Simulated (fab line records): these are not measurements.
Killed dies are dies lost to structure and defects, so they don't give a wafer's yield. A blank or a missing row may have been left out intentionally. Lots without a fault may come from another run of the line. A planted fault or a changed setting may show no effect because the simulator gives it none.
8D (eight disciplines) problem report, filled in by code    flow sky130    the parts of the form that need people (team, actions taken, sign-off) are left out

## 1. WHAT IS WRONG
CAPM_TIN_THK at SKY_CAPM_THK_MEAS_04 reads a mean of 186.5 nm on 1 wafer of 1 lot; wafers without a fault read 198.3 nm with a standard deviation of 2.6. Measured from the usual mean, that is -4.5 standard deviations.
The step: measures by xrf.
The first sign was on wafer L214.3 at day 40 06:26, on film-metro-04. Wafers with a number at this step in the record: 30, from 10 lots. Rule for "out" (also "out of limits"): further than 4 standard deviations from the usual mean. All remaining wafers that have a number are taken as sound.

## 2. WHAT IT IS, WHAT IT ISN'T
question                     is                 is not
which readings at this step  CAPM_TIN_THK       -
which lots                   L214               L203, L204, L205, L210, L211, L212, L217, L224, L225
which wafers of those lots   L214.3             L214.1, L214.6
read on which gauges         film-metro-04      film-metro-02, film-metro-03
when                         from day 40 06:26  up to then (20 sound wafers); but 9 sound wafers of L217, L224, L225 came after

## 3. SUSPECTS, AND WHAT RULES EACH OUT
Counting: any tool at a process step up to the reading remains a suspect provided it ran every lot that is out. Sound lots after the first of them don't rule it out here, since some wafers of a struck lot are sound.
- the gauge at SKY_CAPM_THK_MEAS_04: kept. All the wafers that are out were read on film-metro-04, and no step on other tools shows them out.
- cvd-w-01 at SKY_VIA2_CVD_21 (deposits W, target thk 420 nm, time 126.4 s): kept. It ran the lot that is out, L214 (day 40 05:21); its last sound lot up to then is L211 (day 39 01:56).
- pvd-sputter-04 at SKY_CAPM_SPUTTER_02 (material TiN, target thk 200 nm, time 166.7 s): kept. It ran the lot that is out, L214 (day 40 06:12); its last sound lot up to then is L212 (day 39 11:36).
Left after counting: cvd-w-01 at SKY_VIA2_CVD_21, pvd-sputter-04 at SKY_CAPM_SPUTTER_02, film-metro-04 at SKY_CAPM_THK_MEAS_04.

## 4. THE CAUSE (what the simulator had put in)
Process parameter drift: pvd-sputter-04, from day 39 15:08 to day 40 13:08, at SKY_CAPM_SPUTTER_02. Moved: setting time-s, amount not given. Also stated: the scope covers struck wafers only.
Counting leaves 3 suspects; this tool is one of them.

## 5. SEQUENCE OF EFFECTS, ordered by route
Each row: a reading whose mean over the struck wafers that have a number lies more than 3 standard deviations from the usual. Readings are gone through only where the record gives a usual standard deviation; hours: the median, over the lots, of the time from a lot's start at the first step in this table giving one to that lot's start at this step; sigmas: the change measured in usual standard deviations.
hours  step                    reading         usual        on struck wafers  change  sigmas
0      SKY_CAPM_RS_MEAS_03     CAPM_TIN_RS     6.89 ohm/sq  7.24              +0.35   +3.9
0      SKY_CAPM_THK_MEAS_04    CAPM_TIN_THK    198.3 nm     186.5             -11.8   -4.5
24     SKY_CAPM_METAL_ETCH_13  oes-product-au  0.943 a.u.   0.914             -0.029  -3.6
Process steps it contains:
- SKY_CAPM_METAL_ETCH_13: etches TiN in Cl2/BCl3, stops on SiO2, target depth 220 nm, time 62.9 s.

## 6. HOW IT WOULD HAVE BEEN CAUGHT EARLIER
The first out-of-limits reading at a measuring or inspecting step in this record came at day 40 06:26, 15 hours after the fault's start at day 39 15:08.
No tool reading at SKY_CAPM_SPUTTER_02 that has a usual standard deviation in the record was out on any struck wafer, so an alarm limit of 4 standard deviations on those readings would not have fired.
By day 40 06:26 the whole set of lots that are out, 1 in number, had already begun SKY_CAPM_SPUTTER_02 on pvd-sputter-04. Had the tool been put on hold then, not one of them would have been saved.
